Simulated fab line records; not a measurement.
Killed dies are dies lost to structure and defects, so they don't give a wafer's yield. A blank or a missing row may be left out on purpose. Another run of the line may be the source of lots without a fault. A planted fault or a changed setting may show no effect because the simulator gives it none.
Which tool was responsible? / flow sky130 / 36 wafers from 12 lots sampled at 6 of the route's 708 steps

## WHAT EACH GAUGE READ, for each wafer
SKY_SD_N_RS_MEAS_17: uses a four-point probe to measure. Usual: SD_P_RS 147.1 ohm/sq, standard deviation 0.39.
lot=L701; measured=day 27 10:44; on=filmMetro-02; SD_P_RS (ohm/sq)=147.6 147.2 147.2; flag=
lot=L702; measured=day 27 22:31; on=filmMetro-02; SD_P_RS (ohm/sq)=146.9 147.3 147.3; flag=
lot=L704; measured=day 28 20:05; on=filmMetro-03; SD_P_RS (ohm/sq)=147.2 147.3 147.6; flag=
lot=L707; measured=day 29 19:22; on=filmMetro-03; SD_P_RS (ohm/sq)=147.4 146.9 147.4; flag=
lot=L708; measured=day 30 07:20; on=filmMetro-03; SD_P_RS (ohm/sq)=147.1 146.9 147.4; flag=
lot=L709; measured=day 30 09:08; on=filmMetro-02; SD_P_RS (ohm/sq)=147.2 147.3 147.3; flag=
lot=L711; measured=day 31 07:10; on=filmMetro-02; SD_P_RS (ohm/sq)=147.0 147.4 147.6; flag=
lot=L718; measured=day 33 15:08; on=filmMetro-02; SD_P_RS (ohm/sq)=147.3 147.2 146.8; flag=
lot=L719; measured=day 33 15:26; on=filmMetro-01; SD_P_RS (ohm/sq)=147.4 147.6 147.7; flag=
lot=L720; measured=day 33 22:37; on=filmMetro-01; SD_P_RS (ohm/sq)=147.3 147.4 147.3; flag=
lot=L723; measured=day 34 19:30; on=filmMetro-01; SD_P_RS (ohm/sq)=146.7 146.8 146.0; flag=
lot=L722; measured=day 35 00:02; on=filmMetro-03; SD_P_RS (ohm/sq)=146.8 146.8 147.0; flag=

SKY_LI_CONTACT_THK_MEAS_01. Usual: LI_CONTACT_HDPCVD_THK 931 nm, standard deviation 9.1.
lot=L701; measured=day 27 11:06; on=filmMetro-01; LI_CONTACT_HDPCVD_THK (nm)=946 930 938; flag=
lot=L702; measured=day 27 22:52; on=filmMetro-03; LI_CONTACT_HDPCVD_THK (nm)=922 901 931; flag=
lot=L704; measured=day 28 20:27; on=filmMetro-01; LI_CONTACT_HDPCVD_THK (nm)=921 928 919; flag=
lot=L707; measured=day 29 19:43; on=filmMetro-03; LI_CONTACT_HDPCVD_THK (nm)=936 939 939; flag=
lot=L708; measured=day 30 07:42; on=filmMetro-01; LI_CONTACT_HDPCVD_THK (nm)=931 935 936; flag=
lot=L709; measured=day 30 09:30; on=filmMetro-01; LI_CONTACT_HDPCVD_THK (nm)=1116 1116 1110; flag=OFF
lot=L711; measured=day 31 07:32; on=filmMetro-01; LI_CONTACT_HDPCVD_THK (nm)=1099 1094 1111; flag=OFF
lot=L718; measured=day 33 15:29; on=filmMetro-03; LI_CONTACT_HDPCVD_THK (nm)=925 937 920; flag=
lot=L719; measured=day 33 15:47; on=filmMetro-01; LI_CONTACT_HDPCVD_THK (nm)=922 921 927; flag=
lot=L720; measured=day 33 22:58; on=filmMetro-01; LI_CONTACT_HDPCVD_THK (nm)=914 927 936; flag=
lot=L723; measured=day 34 19:52; on=filmMetro-01; LI_CONTACT_HDPCVD_THK (nm)=935 936 936; flag=
lot=L722; measured=day 35 00:23; on=filmMetro-01; LI_CONTACT_HDPCVD_THK (nm)=929 934 934; flag=

SKY_CONTACT_RS_MEAS_25: uses a four-point probe to measure. Usual: CONTACT_W_RS 0.339 ohm/sq, standard deviation 0.0037.
lot=L701; measured=day 31 03:11; on=filmMetro-04; CONTACT_W_RS (ohm/sq)=0.342 0.337 0.338; flag=
lot=L702; measured=day 31 14:54; on=filmMetro-03; CONTACT_W_RS (ohm/sq)=0.337 0.340 0.337; flag=
lot=L704; measured=day 32 11:29; on=filmMetro-04; CONTACT_W_RS (ohm/sq)=0.341 0.335 0.338; flag=
lot=L707; measured=day 33 10:52; on=filmMetro-02; CONTACT_W_RS (ohm/sq)=0.341 0.339 0.340; flag=
lot=L708; measured=day 33 21:49; on=filmMetro-02; CONTACT_W_RS (ohm/sq)=0.340 0.340 0.344; flag=
lot=L709; measured=day 33 23:23; on=filmMetro-02; CONTACT_W_RS (ohm/sq)=0.342 0.340 0.341; flag=
lot=L711; measured=day 34 20:26; on=filmMetro-02; CONTACT_W_RS (ohm/sq)=0.339 0.338 0.341; flag=
lot=L718; measured=day 37 02:19; on=filmMetro-03; CONTACT_W_RS (ohm/sq)=0.343 0.340 0.338; flag=
lot=L719; measured=day 37 02:50; on=filmMetro-04; CONTACT_W_RS (ohm/sq)=0.331 0.334 0.339; flag=
lot=L720; measured=day 37 10:34; on=filmMetro-02; CONTACT_W_RS (ohm/sq)=0.343 0.342 0.339; flag=
lot=L723; measured=day 38 05:32; on=filmMetro-03; CONTACT_W_RS (ohm/sq)=0.340 0.341 0.335; flag=
lot=L722; measured=day 38 10:55; on=filmMetro-03; CONTACT_W_RS (ohm/sq)=0.335 0.338 0.338; flag=

## WHAT TOOL EACH LOT RAN ON (gives the tool, then ch and the chambers of the sampled wafers, and finally the start)
lot=L701; SKY_LI_CONTACT_HDPCVD_00=hdpcvd-01 ch 0,1,2, day 27 10:59; SKY_LI_CONTACT_CMP_02=cmp-01 ch 0,1,3, day 27 11:13; SKY_CONTACT_SPUTTER_23=pvdSputter-02, day 31 03:01
lot=L702; SKY_LI_CONTACT_HDPCVD_00=hdpcvd-02 ch 0,1,2, day 27 22:45; SKY_LI_CONTACT_CMP_02=cmp-01 ch 0,1,3, day 27 22:58; SKY_CONTACT_SPUTTER_23=pvdSputter-03, day 31 14:43
lot=L704; SKY_LI_CONTACT_HDPCVD_00=hdpcvd-02 ch 0,1,2, day 28 20:20; SKY_LI_CONTACT_CMP_02=cmp-01 ch 0,1,2, day 28 20:31; SKY_CONTACT_SPUTTER_23=pvdSputter-04, day 32 11:19
lot=L707; SKY_LI_CONTACT_HDPCVD_00=hdpcvd-01 ch 0,1,2, day 29 19:37; SKY_LI_CONTACT_CMP_02=cmp-01 ch 0,1,2, day 29 19:46; SKY_CONTACT_SPUTTER_23=pvdSputter-03, day 33 10:41
lot=L708; SKY_LI_CONTACT_HDPCVD_00=hdpcvd-02 ch 0,1, day 30 07:35; SKY_LI_CONTACT_CMP_02=cmp-01 ch 1,2,3, day 30 07:49; SKY_CONTACT_SPUTTER_23=pvdSputter-03, day 33 21:38
lot=L709; SKY_LI_CONTACT_HDPCVD_00=hdpcvd-02 ch 0,1, day 30 09:23; SKY_LI_CONTACT_CMP_02=cmp-02 ch 0,1,3, day 30 09:40; SKY_CONTACT_SPUTTER_23=pvdSputter-02, day 33 23:13
lot=L711; SKY_LI_CONTACT_HDPCVD_00=hdpcvd-02 ch 0,1,2, day 31 07:26; SKY_LI_CONTACT_CMP_02=cmp-01 ch 0,1,3, day 31 07:42; SKY_CONTACT_SPUTTER_23=pvdSputter-03, day 34 20:16
lot=L718; SKY_LI_CONTACT_HDPCVD_00=hdpcvd-02 ch 0,1,2, day 33 15:23; SKY_LI_CONTACT_CMP_02=cmp-01 ch 0,1,2, day 33 15:36; SKY_CONTACT_SPUTTER_23=pvdSputter-02, day 37 02:09
lot=L719; SKY_LI_CONTACT_HDPCVD_00=hdpcvd-02 ch 0,1,2, day 33 15:41; SKY_LI_CONTACT_CMP_02=cmp-01 ch 0,1,3, day 33 16:09; SKY_CONTACT_SPUTTER_23=pvdSputter-04, day 37 02:40
lot=L720; SKY_LI_CONTACT_HDPCVD_00=hdpcvd-02 ch 0,1,2, day 33 22:52; SKY_LI_CONTACT_CMP_02=cmp-01 ch 0,2,3, day 33 23:04; SKY_CONTACT_SPUTTER_23=pvdSputter-04, day 37 10:22
lot=L723; SKY_LI_CONTACT_HDPCVD_00=hdpcvd-01 ch 1,2, day 34 19:45; SKY_LI_CONTACT_CMP_02=cmp-01 ch 0,1,2, day 34 20:18; SKY_CONTACT_SPUTTER_23=pvdSputter-03, day 38 05:22
lot=L722; SKY_LI_CONTACT_HDPCVD_00=hdpcvd-02 ch 1,2, day 35 00:17; SKY_LI_CONTACT_CMP_02=cmp-01 ch 1,2,3, day 35 00:50; SKY_CONTACT_SPUTTER_23=pvdSputter-04, day 38 10:44
- SKY_LI_CONTACT_HDPCVD_00: deposits PSG, target thk 930 nm, time 155 s.
- SKY_LI_CONTACT_CMP_02: polishes PSG.
- SKY_CONTACT_SPUTTER_23: material TiN, target thk 20 nm, time 80 s.

## WHAT THE TOOLS THEMSELVES READ (means of the sampled wafers that have a number; where no wafer has one, the mark that the record gives instead)
SKY_LI_CONTACT_HDPCVD_00. Usual: 59.97 sccm for sih4FlowSccm, sd 0.19.
lot=L701; tool=hdpcvd-01; sih4FlowSccm (sccm)=60.02; flag=
lot=L702; tool=hdpcvd-02; sih4FlowSccm (sccm)=59.96; flag=
lot=L704; tool=hdpcvd-02; sih4FlowSccm (sccm)=59.96; flag=
lot=L707; tool=hdpcvd-01; sih4FlowSccm (sccm)=60.15; flag=
lot=L708; tool=hdpcvd-02; sih4FlowSccm (sccm)=59.86; flag=
lot=L709; tool=hdpcvd-02; sih4FlowSccm (sccm)=72.19; flag=OFF
lot=L711; tool=hdpcvd-02; sih4FlowSccm (sccm)=71.97; flag=OFF
lot=L718; tool=hdpcvd-02; sih4FlowSccm (sccm)=60.02; flag=
lot=L719; tool=hdpcvd-02; sih4FlowSccm (sccm)=59.86; flag=
lot=L720; tool=hdpcvd-02; sih4FlowSccm (sccm)=59.79; flag=
lot=L723; tool=hdpcvd-01; sih4FlowSccm (sccm)=59.90; flag=
lot=L722; tool=hdpcvd-02; sih4FlowSccm (sccm)=59.77; flag=

SKY_LI_CONTACT_CMP_02. Usual: motorCurrentA 11.4 A, standard deviation 0.93; timeToEndpointS 32.0 s, standard deviation 2.4.
lot=L701; tool=cmp-01; motorCurrentA (A)=11.6; timeToEndpointS (s)=32.7; flag=
lot=L702; tool=cmp-01; motorCurrentA (A)=11.8; timeToEndpointS (s)=31.0; flag=
lot=L704; tool=cmp-01; motorCurrentA (A)=11.4; timeToEndpointS (s)=32.3; flag=
lot=L707; tool=cmp-01; motorCurrentA (A)=11.6; timeToEndpointS (s)=33.6; flag=
lot=L708; tool=cmp-01; motorCurrentA (A)=11.1; timeToEndpointS (s)=30.1; flag=
lot=L709; tool=cmp-02; motorCurrentA (A)=10.7; timeToEndpointS (s)=50.7; flag=OFF
lot=L711; tool=cmp-01; motorCurrentA (A)=11.5; timeToEndpointS (s)=49.1; flag=OFF
lot=L718; tool=cmp-01; motorCurrentA (A)=11.8; timeToEndpointS (s)=30.4; flag=
lot=L719; tool=cmp-01; motorCurrentA (A)=11.6; timeToEndpointS (s)=30.3; flag=
lot=L720; tool=cmp-01; motorCurrentA (A)=11.5; timeToEndpointS (s)=32.1; flag=
lot=L723; tool=cmp-01; motorCurrentA (A)=11.6; timeToEndpointS (s)=29.3; flag=
lot=L722; tool=cmp-01; motorCurrentA (A)=10.7; timeToEndpointS (s)=30.7; flag=

SKY_CONTACT_SPUTTER_23. Usual: 30.0 % for throttleValvePct, sd 1.1.
lot=L701; tool=pvdSputter-02; throttleValvePct (%)=29.9; flag=
lot=L702; tool=pvdSputter-03; throttleValvePct (%)=29.2; flag=
lot=L704; tool=pvdSputter-04; throttleValvePct (%)=30.2; flag=
lot=L707; tool=pvdSputter-03; throttleValvePct (%)=30.2; flag=
lot=L708; tool=pvdSputter-03; throttleValvePct (%)=30.4; flag=
lot=L709; tool=pvdSputter-02; throttleValvePct (%)=29.4; flag=
lot=L711; tool=pvdSputter-03; throttleValvePct (%)=30.3; flag=
lot=L718; tool=pvdSputter-02; throttleValvePct (%)=29.7; flag=
lot=L719; tool=pvdSputter-04; throttleValvePct (%)=30.2; flag=
lot=L720; tool=pvdSputter-04; throttleValvePct (%)=29.8; flag=
lot=L723; tool=pvdSputter-03; throttleValvePct (%)=30.8; flag=
lot=L722; tool=pvdSputter-04; throttleValvePct (%)=29.9; flag=

## THE ANSWER, worked out from the rows above alone
Rule: a lot counts as off when the mean over its wafers that have a number is more than 3 standard deviations away from the usual mean. A lot without any number at a reading at which 4 lots or more have one is off too. The other lots that the step has rows for count as sound. After the gauges, taken in route order, come the tools' own readings; for these a lot's mean is taken, as printed above. The first step at which some lot is off is used, and at that step the reading that is off furthest; a lot without a number counts as furthest.
Off: L709, L711, seen at SKY_LI_CONTACT_THK_MEAS_01 (LI_CONTACT_HDPCVD_THK).
A tool fits if, at a process step before that reading, it ran every lot that is off, and no sound lot after the first of them. Not tried: the gauges at SKY_LI_CONTACT_THK_MEAS_01; whatever is off there is also off at SKY_LI_CONTACT_HDPCVD_00, on other tools, and gauge error can't account for it. Not one of the candidates tried fits.

## WHAT THE SIMULATOR HAD INSERTED
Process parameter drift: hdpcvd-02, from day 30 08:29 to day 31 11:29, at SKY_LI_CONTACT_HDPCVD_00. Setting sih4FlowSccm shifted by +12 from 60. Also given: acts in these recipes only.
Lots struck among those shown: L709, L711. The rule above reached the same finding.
